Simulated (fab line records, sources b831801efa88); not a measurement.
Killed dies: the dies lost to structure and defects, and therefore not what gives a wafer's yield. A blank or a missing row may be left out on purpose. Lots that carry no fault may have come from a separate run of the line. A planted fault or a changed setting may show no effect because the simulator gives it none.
fab line records | flow gf180mcu | part 2 of 2: steps 33 to 45 of 45
[record] lots = 5 wafers = 15 lastDay = 33
route steps=602 shown MVPSD@139 VT_IMPLANT@140 DUAL_GATE@141 POLY_GATE@157 HV_LDD@176
lots untouched by any fault: they come from a run of this same line in which no faults occurred
startH: the number of hours between the record's first day and the start of the first shown wafer of the lot | waitH: how many hours have passed since the lot's step before this one | " as in the row above | L1.1+2: a row that stands for several wafers | - either no value or no given start | * or withheld: withheld | < > ~ a bound
route shown NAME@n: a module of which the file shows steps, and the number in the route of the first | usual: mean/standard deviation taken from wafers without a fault | same: alike in all rows | chamber/n: place in a boat | sites: readings site by site | _std_site: their standard deviation | _edge_site: inner sites' mean taken away from outer sites' mean | radiusMm: how far each site lies from the wafer's centre | mask NAME#n: copy n | behind: the tool/chamber that last shaped the wafer | hold: why the lot went on hold/how many hours it stayed there/how the hold came to an end | device: names the non-switching transistor (n, p or np) | end of line: the tests these same wafers got at the end of their route | a step with no rows: only its recipe | killed: dies lost to structure and defects at the first sort, not the wafer's yield | map: the dies of a wafer, with x for killed, . for not killed, _ for no die there
set.NAME: the setting as run; set.NAME@STEP: as run at that earlier step | model.NAME: the simulator's own value behind a step, which no gauge read
certain route steps with their lots: each step a table, each wafer a row
services: when a tool's chamber went out of use (startH, in hours from the record's first day, below 0 if earlier), for how many hours, and the reason
[[steps]]
[step GF_POLY_GATE_STRIP_14]
[recipe] chemistry = O2/N2 powerW = 1400 pressureMtorr = 1500 platenTempC = 250 o2FlowSccm = 3000 n2FlowSccm = 300 overashFraction = 0.5
[usual] drypumpMotorCurrentA = 5.7/0.51 heaterPowerW = 312/22 oesProductAu = 0.504/0.0043 platenTempC = 249.98/0.19
// columns lot.wafer tool chamber startH waitH drypumpMotorCurrentA heaterPowerW oesProductAu platenTempC rfHoursCounterH
L074.1 plasmaAsher-03 0 202.70 0.0 5.9 297 0.508 249.98 52
L074.4 " 1 " " 6.0 331 0.508 249.90 -
L074.5 " 1 " " 6.0 325 0.509 249.81 -
L076.1 plasmaAsher-04 0 211.00 0.0 5.8 282 0.506 249.93 44
L076.4 " 1 " " 4.9 320 0.500 249.87 -
L076.5 " 0 " " 5.8 274 0.506 250.00 -
L077.2 plasmaAsher-04 1 218.05 0.0 4.8 329 0.503 250.02 45
L077.4 " 0 " " 5.8 275 0.508 249.94 -
L077.5 " 0 " " 5.8 280 0.492 249.84 -
L081.1 plasmaAsher-01 1 246.89 0.0 5.2 329 0.500 250.07 13
L081.4 " 1 " " 5.2 337 0.501 250.15 -
L081.5 " 1 " " 5.2 339 0.501 250.15 -
L089.1 plasmaAsher-04 0 303.38 0.0 5.8 282 0.499 249.96 54
L089.2 " 1 " " 4.9 333 0.505 250.06 54
L089.5 " 0 " " 5.8 274 0.501 250.37 -
[step GF_POLY_GATE_CLEAN_15]
[recipe] chemistry = SC1/SC2 mix = 1:4:20 tempC = 70 timeS = 150 dry = n2Spin
[usual] bathGuardTempC = 70.1/0.47
// columns lot.wafer tool chamber startH waitH bathGuardTempC
L074.1 wetBench-03 1 202.80 0.1 70.3
L074.4 " 1 " " 70.5
L074.5 " 1 " " 70.3
L076.1 wetBench-02 1 211.10 0.1 70.2
L076.4 " 1 " " 70.6
L076.5 " 1 " " 70.5
L077.2 wetBench-02 2 218.15 0.1 69.4
L077.4 " 2 " " 69.5
L077.5 " 2 " " 69.6
L081.1 wetBench-02 3 246.99 0.1 69.5
L081.4 " 3 " " 69.2
L081.5 " 3 " " 69.5
L089.1 wetBench-03 2 303.48 0.1 70.6
L089.2 " 2 " " 70.7
L089.5 " 2 " " 70.4
[step GF_POLY_GATE_OXIDATION_16]
[recipe] tempC = 850 ambient = O2 stabiliseS = 600 purgeS = 300 targetThkA = 40 oxTimeS = 899
[usual] zonePowerLowerPct = 16.7/1
// columns lot.wafer tool chamber startH waitH zonePowerLowerPct
L074.1 furnace-01 0 202.85 0.0 17.5
L074.4 " 0 " " 17.7
L074.5 " 0 " " 17.5
L076.1 furnace-02 0 211.51 0.4 15.9
L076.4 " 0 " " 15.8
L076.5 " 0 " " 15.7
L077.2 furnace-02 0 218.20 0.0 15.5
L077.4 " 0 " " 15.6
L077.5 " 0 " " 15.7
L081.1 furnace-01 0 247.33 0.3 17.7
L081.4 " 0 " " 17.7
L081.5 " 0 " " 17.7
L089.1 furnace-01 0 304.24 0.7 17.8
L089.2 " 0 " " 17.6
L089.5 " 0 " " 17.4
[step GF_POLY_GATE_THK_MEAS_17]
[recipe] reads = SiO2_of_POLY_GATE_OXIDATION_16
[usual] POLY_GATE_OXIDATION_THK = 3.97/0.09
// columns lot.wafer tool chamber startH waitH POLY_GATE_OXIDATION_THK[nm]
L074.1 filmMetro-03 - 204.10 0.0 4.02
L074.4 " - " " 4.10
L074.5 " - " " 4.02
L076.1 filmMetro-01 - 212.76 0.0 3.91
L076.4 " - " " 3.88
L076.5 " - " " 3.96
L077.2 filmMetro-01 - 219.46 0.0 4.06
L077.4 " - " " 4.05
L077.5 " - " " 3.90
L081.1 filmMetro-02 - 248.58 0.0 4.15
L081.4 " - " " 4.09
L081.5 " - " " 4.09
L089.1 filmMetro-01 - 305.49 0.0 3.86
L089.2 " - " " 3.72
L089.5 " - " " 3.76
[step GF_POLY_GATE_CD_MEAS_18]
[usual] cdNm = 280.4/1.7
// columns lot.wafer tool chamber startH waitH cdNm
L074.1 cdSem-02 - 204.16 0.1 280.4
L074.4 " - " " 279.9
L074.5 " - " " 280.3
L076.1 cdSem-01 - 212.82 0.1 279.4
L076.4 " - " " 279.4
L076.5 " - " " 280.6
L077.2 cdSem-01 - 219.54 0.1 281.4
L077.4 " - " " 281.8
L077.5 " - " " 281.4
L081.1 cdSem-02 - 248.64 0.1 280.2
L081.4 " - " " 279.4
L081.5 " - " " 279.2
L089.1 cdSem-01 - 305.55 0.1 281.3
L089.2 " - " " 279.0
L089.5 " - " " 277.8
[step GF_HV_LDD_DEHYDRATE_00]
[recipe] tempC = 200 timeS = 60
// columns lot.wafer tool chamber startH waitH
L074.1+4+5 lithoTrack-02 0 212.98 8.8
L076.1+4+5 lithoTrack-04 0 220.61 7.8
L077.2+4+5 lithoTrack-04 0 227.59 8.0
L081.1+4+5 lithoTrack-03 0 258.17 9.5
L089.1+2+5 lithoTrack-03 0 314.87 9.3
[step GF_HV_LDD_HMDS_01]
[recipe] primeTimeS = 60 primeTempC = 120
// columns lot.wafer tool chamber startH waitH
L074.1+4+5 lithoTrack-02 0 213.13 0.1
L076.1+4+5 lithoTrack-04 0 220.76 0.1
L077.2+4+5 lithoTrack-04 0 227.74 0.1
L081.1+4+5 lithoTrack-03 0 258.32 0.1
L089.1+2+5 lithoTrack-03 0 315.02 0.1
[step GF_HV_LDD_COAT_02]
[recipe] resist = NOVOLAK spinRpm = 3000 resistThkNm = 1000
// columns lot.wafer tool chamber startH waitH
L074.1+4+5 lithoTrack-02 0 213.28 0.1
L076.1+4+5 lithoTrack-04 0 220.91 0.1
L077.2+4+5 lithoTrack-04 0 227.89 0.1
L081.1+4+5 lithoTrack-03 0 258.47 0.1
L089.1+2+5 lithoTrack-03 0 315.17 0.1
[step GF_HV_LDD_SOFTBAKE_03]
[recipe] tempC = 90 timeS = 60 resist = NOVOLAK
// columns lot.wafer tool chamber startH waitH
L074.1+4+5 lithoTrack-02 0 213.43 0.1
L076.1+4+5 lithoTrack-04 0 221.06 0.1
L077.2+4+5 lithoTrack-04 0 228.04 0.1
L081.1+4+5 lithoTrack-03 0 258.62 0.1
L089.1+2+5 lithoTrack-03 0 315.32 0.1
[step GF_HV_LDD_EXPOSE_04]
[recipe] maskId = Nplus_LV_AREA targetCdNm = 400 na = 0.6 sourceShape = conventional sigmaOuter = 0.6 doseMj = 142.8
// columns lot.wafer tool chamber startH waitH mask
L074.1+4+5 ilineStepper-02 0 - - Nplus_LV_AREA#0
L076.1+4+5 ilineStepper-01 0 - - Nplus_LV_AREA#0
L077.2+4+5 ilineStepper-01 0 - - Nplus_LV_AREA#0
L081.1+4+5 ilineStepper-01 0 - - Nplus_LV_AREA#0
L089.1+2+5 ilineStepper-02 0 - - Nplus_LV_AREA#0
[step GF_HV_LDD_PEB_05]
[recipe] tempC = withheld timeS = * resist = NOVOLAK
// columns lot.wafer tool chamber startH waitH
L074.1+4+5 lithoTrack-02 0 - -
L076.1+4+5 lithoTrack-02 0 - -
L077.2+4+5 lithoTrack-04 0 - -
L081.1+4+5 lithoTrack-02 0 - -
L089.1+2+5 lithoTrack-03 0 - -
[step GF_HV_LDD_DEVELOP_06]
[recipe] developTimeS = 60 devTempC = 23
// columns lot.wafer tool chamber startH waitH
L074.1+4+5 lithoTrack-02 0 221.58 0.1
L076.1+4+5 lithoTrack-02 0 230.73 0.1
L077.2+4+5 lithoTrack-04 0 236.94 0.1
L081.1+4+5 lithoTrack-02 0 266.93 0.1
L089.1+2+5 lithoTrack-03 0 325.62 0.1
[step GF_HV_LDD_CD_MEAS_07]
[recipe] targetCdNm = 400
[usual] cdNm = 399.7/2.3
// columns lot.wafer tool chamber startH waitH cdNm
L074.1 cdSem-01 - 221.81 0.2 400.7
L074.4 " - " " 401.9
L074.5 " - " " 402.7
L076.1 cdSem-02 - 230.88 0.1 400.1
L076.4 " - " " 401.3
L076.5 " - " " 400.7
L077.2 cdSem-02 - 237.08 0.1 396.9
L077.4 " - " " 398.5
L077.5 " - " " 397.2
L081.1 cdSem-01 - 267.08 0.1 398.6
L081.4 " - " " 398.4
L081.5 " - " " 397.5
L089.1 cdSem-02 - 325.77 0.1 395.9
L089.2 " - " " 394.5
L089.5 " - " " 396.7
[[services]]
// columns tool chamber startH hours kind
wetBench-03 - 141.30 4.4 pm
ilineStepper-02 - 143.77 1.7 pm
krfScanner-01 - 149.31 0.2 repair
plasmaAsher-03 - 151.70 11.2 pm
furnace-01 - 155.04 3.0 pm
krfScanner-01 - 157.44 1.3 pm
lpcvd-01 - 160.32 0.5 repair
ilineStepper-02 - 169.29 0.8 repair
krfScanner-01 - 170.47 0.8 pm
plasmaAsher-04 - 170.53 2.8 repair
rieSi-02 2 177.67 4.9 repair
krfScanner-01 - 182.78 1.0 pm
furnace-02 - 188.43 3.8 pm
rieDiel-03 0 204.89 30.0 repair
ilineStepper-01 - 207.26 1.7 pm
rieDiel-03 - 218.15 0.1 repair
rieSi-02 - 225.23 0.5 repair
rieSi-01 - 233.22 0.3 repair
ilineStepper-01 - 235.67 2.1 pm
rieSi-01 0 246.77 6.6 repair
krfScanner-01 - 259.15 5.0 repair
plasmaAsher-01 - 272.40 5.1 repair
wetBench-02 - 282.65 4.2 repair
rieSi-01 3 313.37 5.9 repair
